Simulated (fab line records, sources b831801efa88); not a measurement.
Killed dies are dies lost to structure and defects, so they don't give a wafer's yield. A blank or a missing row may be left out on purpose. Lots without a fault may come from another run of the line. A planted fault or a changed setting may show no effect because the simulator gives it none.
Which tool did it? | flow sky130 | 11 lots, 33 wafers sampled, at 7 steps of a route of 708

WHAT THE GAUGES READ, wafer by wafer
SKY_GATE_OXIDE_OVL_MEAS_10. Usual: GATE_OXIDE_OVL 0.3 nm, standard deviation 1.3.
lot  | measured     | on         | GATE_OXIDE_OVL (nm) | flag
L938 | day 14 04:11 | overlay-01 | 0.5 0.4 1.0         |
L940 | day 15 08:40 | overlay-01 | 0.8 2.3 1.2         |
L941 | day 15 15:08 | overlay-02 | 0.4 0.1 0.8         |
L942 | day 15 15:25 | overlay-02 | 0.1 -0.2 -1.5       |
L943 | day 16 07:47 | overlay-01 | -0.7 0.5 -0.1       |
L944 | day 17 01:17 | overlay-01 | -0.3 0.2 1.7        |
L946 | day 17 06:10 | overlay-02 | 0.0 0.8 3.0         |
L945 | day 17 07:04 | overlay-02 | -1.0 0.0 0.2        |
L947 | day 17 08:10 | overlay-01 | 1.2 1.2 0.8         |
L956 | day 20 13:49 | overlay-01 | 1.6 1.5 1.2         |
L957 | day 20 21:07 | overlay-01 | 0.8 -0.6 -2.3       |

SKY_POLY_GATE_THK_MEAS_04. Usual: POLY_GATE_CVD_03_THK 75.3 nm, standard deviation 0.6.
lot  | measured     | on            | POLY_GATE_CVD_03_THK (nm) | flag
L938 | day 15 10:37 | film_metro-03 | 75.1 74.5 74.9            |
L940 | day 16 18:44 | film_metro-04 | 74.4 74.3 73.7            |
L941 | day 17 01:13 | film_metro-04 | 75.4 75.4 75.8            |
L942 | day 17 02:34 | film_metro-01 | 74.9 75.3 75.1            |
L943 | day 17 18:00 | film_metro-04 | 74.7 75.4 75.2            |
L944 | day 18 17:13 | film_metro-04 | 75.3 75.2 75.2            |
L946 | day 18 19:37 | film_metro-04 | 75.1 75.7 74.9            |
L945 | day 18 19:39 | film_metro-01 | 75.3 75.9 75.3            |
L947 | day 18 23:58 | film_metro-04 | 75.5 74.6 74.6            |
L956 | day 22 02:12 | film_metro-03 | 75.6 75.7 75.9            |
L957 | day 22 09:20 | film_metro-01 | 74.7 73.9 73.8            |

SKY_LDD_N_OVL_MEAS_07. Usual: LDD_N_OVL -1.2 nm, standard deviation 1.3.
lot  | measured     | on         | LDD_N_OVL (nm) | flag
L938 | day 17 23:02 | overlay-02 | -1.4 -1.2 -1.9 |
L940 | day 19 07:58 | overlay-01 | 0.0 0.5 -2.7   |
L941 | day 19 14:12 | overlay-02 | 0.7 1.0 -0.6   |
L942 | day 19 14:38 | overlay-01 | -3.6 -1.3 -2.9 |
L943 | day 20 10:11 | overlay-01 | -2.7 -0.8 -1.3 |
L944 | day 21 08:29 | overlay-01 | -0.5 0.2 -0.9  |
L946 | day 21 12:40 | overlay-01 | -1.3 -1.2 0.2  |
L945 | day 21 12:58 | overlay-02 | -1.1 -1.1 -0.6 |
L947 | day 21 18:11 | overlay-01 | -2.8 -3.4 -2.9 |
L956 | day 24 15:37 | overlay-01 | - - -          | OFF
L957 | day 24 23:11 | overlay-02 | - - -          | OFF

SKY_LDD_P_TW_MEAS_11. Usual: LDD_P_TW 639, standard deviation 3.7.
lot  | measured     | on            | LDD_P_TW       | flag
L938 | day 19 06:37 | film_metro-02 | 649 645 642    |
L940 | day 20 16:19 | film_metro-01 | 641 638 637    |
L941 | day 20 21:50 | film_metro-04 | 632 635 637    |
L942 | day 20 22:52 | film_metro-01 | 640 639 639    |
L943 | day 21 18:54 | film_metro-02 | 642 640 643    |
L944 | day 22 16:55 | film_metro-04 | 640 644 645    |
L946 | day 22 20:43 | film_metro-01 | 637 640 635    |
L945 | day 22 21:16 | film_metro-04 | 642 644 642    |
L947 | day 23 02:52 | film_metro-01 | 641 644 639    |
L956 | day 25 22:38 | film_metro-02 | 2625 2617 2631 | OFF
L957 | day 26 05:01 | film_metro-01 | 2581 2599 2590 | OFF

SKY_LDD_HVN_TW_MEAS_10. Usual: LDD_HVN_TW 1432, standard deviation 8.6.
lot  | measured     | on            | LDD_HVN_TW     | flag
L938 | day 20 14:19 | film_metro-03 | 1423 1422 1424 |
L940 | day 21 23:13 | film_metro-01 | 1448 1444 1442 |
L941 | day 22 03:58 | film_metro-01 | 1447 1443 1447 |
L942 | day 22 05:21 | film_metro-03 | 1429 1428 1430 |
L943 | day 23 01:15 | film_metro-01 | 1440 1444 1440 |
L944 | day 23 22:57 | film_metro-03 | 1423 1425 1425 |
L946 | day 24 02:41 | film_metro-04 | 1431 1441 1435 |
L945 | day 24 03:28 | film_metro-03 | 1428 1417 1427 |
L947 | day 24 09:09 | film_metro-01 | 1439 1439 1442 |
L956 | day 27 02:23 | film_metro-03 | 2685 2685 2681 | OFF
L957 | day 27 10:20 | film_metro-03 | 2682 2699 2693 | OFF

WHICH TOOL RAN EACH LOT (tool, then ch and the chambers of the sampled wafers, then the start)
lot  | SKY_LDD_N_COAT_02                 | SKY_LDD_P_STRIP_10
L938 | litho_track-04 ch 0, day 17 09:29 | plasma_asher-02 ch 0,1, day 19 06:31
L940 | litho_track-04 ch 0, day 18 17:46 | plasma_asher-04 ch 0, day 20 16:13
L941 | litho_track-04 ch 0, day 18 23:08 | plasma_asher-04 ch 0,1, day 20 21:45
L942 | litho_track-02 ch 0, day 18 23:06 | plasma_asher-04 ch 0,1, day 20 22:46
L943 | litho_track-01 ch 0, day 19 19:24 | plasma_asher-02 ch 1, day 21 18:47
L944 | litho_track-01 ch 0, day 20 15:57 | plasma_asher-03 ch 0, day 22 16:49
L946 | litho_track-02 ch 0, day 20 20:34 | plasma_asher-02 ch 0,1, day 22 20:37
L945 | litho_track-01 ch 0, day 20 21:08 | plasma_asher-04 ch 0,1, day 22 21:10
L947 | litho_track-02 ch 0, day 21 02:54 | plasma_asher-04 ch 0,1, day 23 02:46
L956 | litho_track-01, day 24 02:05      | plasma_asher-03 ch 0,1, day 25 22:33
L957 | litho_track-02, day 24 08:04      | plasma_asher-02 ch 0,1, day 26 04:55
- SKY_LDD_N_COAT_02: resist thk 300 nm.
- SKY_LDD_P_STRIP_10: strips in O2/N2.

WHAT THE TOOLS THEMSELVES READ (means of the sampled wafers that have a number; where no wafer has one, the mark that the record gives instead)
SKY_LDD_N_COAT_02. Usual: chill_plate_temp_C 23.01 C, standard deviation 0.11; dispense_pressure_kPa 49.0 kPa, standard deviation 1.8.
lot  | tool           | chill_plate_temp_C (C) | dispense_pressure_kPa (kPa) | flag
L938 | litho_track-04 | 23.15                  | 49.5                        |
L940 | litho_track-04 | 23.18                  | 49.5                        |
L941 | litho_track-04 | 23.14                  | 49.5                        |
L942 | litho_track-02 | 23.07                  | 46.8                        |
L943 | litho_track-01 | 23.14                  | 51.0                        |
L944 | litho_track-01 | 22.99                  | 51.0                        |
L946 | litho_track-02 | 22.93                  | 46.9                        |
L945 | litho_track-01 | 22.92                  | 51.0                        |
L947 | litho_track-02 | 23.02                  | 46.8                        |
L956 | litho_track-01 | -                      | -                           | OFF
L957 | litho_track-02 | -                      | -                           | OFF

SKY_LDD_P_STRIP_10. Usual: drypump_motor_current_A 5.8 A, standard deviation 0.37; n2_flow_sccm 300.0 sccm, standard deviation 0.95; o2_flow_sccm 2999 sccm, standard deviation 9.5; oes_product_au 0.715 a.u., standard deviation 0.004; strip_time_to_endpoint_s 14.18 s, standard deviation 0.04.
lot  | tool            | drypump_motor_current_A (A) | n2_flow_sccm (sccm) | o2_flow_sccm (sccm) | oes_product_au (a.u.) | strip_time_to_endpoint_s (s) | flag
L938 | plasma_asher-02 | 5.6                         | 300.2               | 3002                | 0.717                 | 14.20                        |
L940 | plasma_asher-04 | 6.0                         | 298.4               | 2995                | 0.713                 | 14.17                        |
L941 | plasma_asher-04 | 5.8                         | 298.9               | 2990                | 0.712                 | 14.20                        |
L942 | plasma_asher-04 | 5.8                         | 299.9               | 2999                | 0.715                 | 14.17                        |
L943 | plasma_asher-02 | 5.6                         | 298.4               | 3001                | 0.714                 | 14.16                        |
L944 | plasma_asher-03 | 6.5                         | 299.9               | 2994                | 0.716                 | 14.19                        |
L946 | plasma_asher-02 | 5.6                         | 299.9               | 3009                | 0.717                 | 14.17                        |
L945 | plasma_asher-04 | 5.6                         | 300.2               | 3004                | 0.713                 | 14.08                        |
L947 | plasma_asher-04 | 5.8                         | 301.3               | 2998                | 0.713                 | 14.17                        |
L956 | plasma_asher-03 | 6.3                         | 300.7               | 2998                | 0.720                 | 14.17                        |
L957 | plasma_asher-02 | 5.6                         | 301.4               | 2995                | 0.717                 | 14.22                        |

THE ANSWER, worked out from the rows above alone
Rule: a lot is off if the mean of its wafers that have a number lies more than 3 standard deviations from the usual mean. A lot without any number at a reading at which 4 lots or more have one is off too. The other lots that the step has rows for count as sound. The gauges are gone through in route order, then the tools' own readings, and for those a lot's mean is taken as printed above. The first step at which some lot is off is used, and at that step the reading that is off furthest; a lot without a number counts as furthest.
Off: L956, L957, at SKY_LDD_N_OVL_MEAS_07 (LDD_N_OVL). Without a number there: L956, L957.
A tool fits if, at a process step before that reading, it ran every lot that is off, and no sound lot after the first of them. The gauges at SKY_LDD_N_OVL_MEAS_07 aren't tried: what is off there is off at SKY_LDD_P_TW_MEAS_11 too, on other tools, and a gauge's error can't cause that. None of those tried fits.

WHAT THE SIMULATOR HAD PUT IN
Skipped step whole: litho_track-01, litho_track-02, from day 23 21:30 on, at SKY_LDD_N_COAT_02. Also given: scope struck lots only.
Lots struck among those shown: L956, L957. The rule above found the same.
